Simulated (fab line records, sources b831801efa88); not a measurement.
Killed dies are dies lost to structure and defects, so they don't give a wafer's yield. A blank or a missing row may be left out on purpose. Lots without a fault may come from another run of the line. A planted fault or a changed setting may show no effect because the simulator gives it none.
Chamber matching | flow gf180mcu | GF_CONTACT_CMP_27 on cmp-02: 4 sister chambers
The step polishes, stops on SiO2, t overpolish 15 s, target thk 0 nm. 8 wafers are shown with their chamber, then 8 later ones without.

WAFERS WITH THEIR CHAMBER
wafer  | chamber | motor_current_A (A) | time_to_endpoint_s (s)
L638.5 | 2       | 11.1                | 66
L641.4 | 2       | 10.5                | 66
L641.6 | 3       | 12.4                | 66
L644.2 | 0       | 10.8                | 70
L646.2 | 3       | 12.7                | 65
L646.5 | 0       | 10.7                | 70
L646.6 | 1       | 10.6                | 74
L653.2 | 1       | 10.1                | 71

WAFERS WITHOUT THEIR CHAMBER
wafer  | motor_current_A (A) | time_to_endpoint_s (s)
L653.3 | 13.0                | 67
L653.5 | 11.0                | 74
L654.1 | 12.3                | 68
L654.3 | 11.1                | 73
L654.5 | 11.2                | 64
L657.1 | 11.3                | 76
L657.4 | 13.7                | 67
L657.6 | 12.9                | 69

WHICH CHAMBER EACH WENT THROUGH
wafer  | from the rows above     | in truth
L653.3 | 3                       | 3
L653.5 | can't be placed: 1 or 0 | 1
L654.1 | 3                       | 3
L654.3 | can't be placed: 1 or 0 | 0
L654.5 | 2                       | 2
L657.1 | can't be placed: 1 or 0 | 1
L657.4 | 3                       | 3
L657.6 | 3                       | 3
Placed correctly: 5 of 8. Can't be placed from these rows: 3 (the true chamber is among the candidates in 3). Placed wrongly: 0.
How it was worked out, from the rows above alone: a wafer's distance from a chamber is the root of the sum, over the readings, of the square of ((its reading less the chamber's mean) divided by the reading's scatter). The wafer belongs to the nearest chamber; if the next one is less than 2 further off, it can't be placed. A chamber's mean is the mean of its shown wafers. The scatter: the root of (the sum of the squares of (reading less its chamber's mean) over the shown wafers, divided by (wafers less chambers)).
